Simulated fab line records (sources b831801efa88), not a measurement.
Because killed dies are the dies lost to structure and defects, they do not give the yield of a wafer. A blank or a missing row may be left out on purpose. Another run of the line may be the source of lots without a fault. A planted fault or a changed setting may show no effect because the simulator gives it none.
Chamber matching :: flow gf180mcu :: GF_V2_CMP_04 on cmp-01 has 4 sister chambers
The step polishes SiO2. 8 wafers are shown with their chamber, then 9 later ones without.

## WAFERS, EACH WITH ITS CHAMBER
wafer: L924.3
chamber: 3
motor_current_A (A): 11.8
time_to_endpoint_s (s): 67

wafer: L925.2
chamber: 1
motor_current_A (A): 13.7
time_to_endpoint_s (s): 82

wafer: L926.2
chamber: 1
motor_current_A (A): 13.3
time_to_endpoint_s (s): 77

wafer: L926.4
chamber: 2
motor_current_A (A): 12.2
time_to_endpoint_s (s): 84

wafer: L926.6
chamber: 0
motor_current_A (A): 11.6
time_to_endpoint_s (s): 91

wafer: L927.2
chamber: 0
motor_current_A (A): 11.2
time_to_endpoint_s (s): 77

wafer: L927.4
chamber: 2
motor_current_A (A): 11.9
time_to_endpoint_s (s): 83

wafer: L927.6
chamber: 3
motor_current_A (A): 13.0
time_to_endpoint_s (s): 79

## WAFERS MISSING THEIR CHAMBER
wafer: L928.2
motor_current_A (A): 12.9
time_to_endpoint_s (s): 70

wafer: L928.5
motor_current_A (A): 12.0
time_to_endpoint_s (s): 81

wafer: L928.6
motor_current_A (A): 13.4
time_to_endpoint_s (s): 82

wafer: L941.2
motor_current_A (A): 11.7
time_to_endpoint_s (s): 88

wafer: L941.3
motor_current_A (A): 12.2
time_to_endpoint_s (s): 83

wafer: L941.5
motor_current_A (A): 13.2
time_to_endpoint_s (s): 92

wafer: L942.2
motor_current_A (A): 10.6
time_to_endpoint_s (s): 76

wafer: L942.5
motor_current_A (A): 11.0
time_to_endpoint_s (s): 76

wafer: L942.6
motor_current_A (A): 11.7
time_to_endpoint_s (s): 79

## EACH ONE'S CHAMBER
wafer: L928.2
from the rows above: can't be placed: 3 or 1 or 2
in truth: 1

wafer: L928.5
from the rows above: can't be placed: 2 or 0 or 3
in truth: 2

wafer: L928.6
from the rows above: 1
in truth: 1

wafer: L941.2
from the rows above: can't be placed: 0 or 2 or 3
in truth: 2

wafer: L941.3
from the rows above: can't be placed: 2 or 3 or 0
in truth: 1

wafer: L941.5
from the rows above: can't be placed: 1 or 2 or 3 or 0
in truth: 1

wafer: L942.2
from the rows above: can't be placed: 0 or 2 or 3
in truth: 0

wafer: L942.5
from the rows above: can't be placed: 0 or 2 or 3
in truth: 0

wafer: L942.6
from the rows above: can't be placed: 0 or 2 or 3
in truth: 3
Placed correctly: 1 of 9. From these rows, 8 cannot be placed; in 7 the true chamber is one of the candidates. Placed wrongly: 0.
How it was worked out, from the rows above alone: a wafer's distance from a chamber is the root of the sum, over the readings, of the square of ((its reading less the chamber's mean) divided by the reading's scatter). If the next closest chamber is less than 2 further off than the closest, the wafer can't be placed; otherwise it belongs to the closest. A chamber's mean is the mean of its shown wafers. How the scatter is found: for the shown wafers, subtract from each reading the mean of its chamber, square and add these, divide the total by (wafers less chambers), then take the root.
